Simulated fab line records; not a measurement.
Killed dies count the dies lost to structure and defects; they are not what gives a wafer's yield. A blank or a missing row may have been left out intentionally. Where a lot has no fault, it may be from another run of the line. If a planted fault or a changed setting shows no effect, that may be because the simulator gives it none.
The tool behind it: which one? + flow gf180mcu + 21 wafers from 7 lots sampled at 2 of the route's 602 steps

WHAT THE GAUGES SHOWED, per wafer
GF_HV_LDD_THK_MEAS_55.
| lot  | measured     | on            | HV_LDD_CVD_54_THK (nm) |
|------|--------------|---------------|------------------------|
| L372 | day 13 20:46 | film metro-01 | 10.12 9.95 10.02       |
| L375 | day 15 00:31 | film metro-02 | 9.95 9.99 10.02        |
| L383 | day 17 12:27 | film metro-01 | 9.97 10.02 10.00       |
| L385 | day 18 04:38 | film metro-01 | 9.93 10.05 9.97        |
| L387 | day 18 16:53 | film metro-01 | 10.12 10.01 10.09      |
| L388 | day 19 10:35 | film metro-01 | 10.05 10.00 10.15      |
| L392 | day 20 12:54 | film metro-02 | 10.09 10.07 10.14      |

WHAT TOOL EACH LOT RAN ON (gives the tool, then ch and the chambers of the sampled wafers, and finally the start)
| lot  | GF_HV_LDD_CVD_54            |
|------|-----------------------------|
| L372 | lpcvd-01 ch 0, day 13 19:43 |
| L375 | lpcvd-02 ch 0, day 14 23:28 |
| L383 | lpcvd-02 ch 0, day 17 11:26 |
| L385 | lpcvd-01 ch 0, day 18 03:37 |
| L387 | lpcvd-02 ch 0, day 18 15:52 |
| L388 | lpcvd-02 ch 0, day 19 09:34 |
| L392 | lpcvd-02 ch 0, day 20 11:52 |
- GF_HV_LDD_CVD_54: deposits SiO2 from TEOS, target thk 10 nm, time 75 s.

THE ANSWER, worked out from the rows above alone
Rule: the usual values come from the lots themselves. The widest of any qualifying gaps counts: lots, ordered by their means at a reading, are off when they make up no more than a third of the lots, leave a main group of 4 or more, and stand apart from it by 3 or more times the standard deviation of that group's means. If all means in a main group match to the digits the tables above print for the reading, that group is not used. A lot without any number at a reading at which 4 lots or more have one is off too. The other lots that the step has rows for count as sound.
Across all readings shown, no lot is off: no conclusion can be drawn from this.

WHAT THE SIMULATOR HAD INSERTED
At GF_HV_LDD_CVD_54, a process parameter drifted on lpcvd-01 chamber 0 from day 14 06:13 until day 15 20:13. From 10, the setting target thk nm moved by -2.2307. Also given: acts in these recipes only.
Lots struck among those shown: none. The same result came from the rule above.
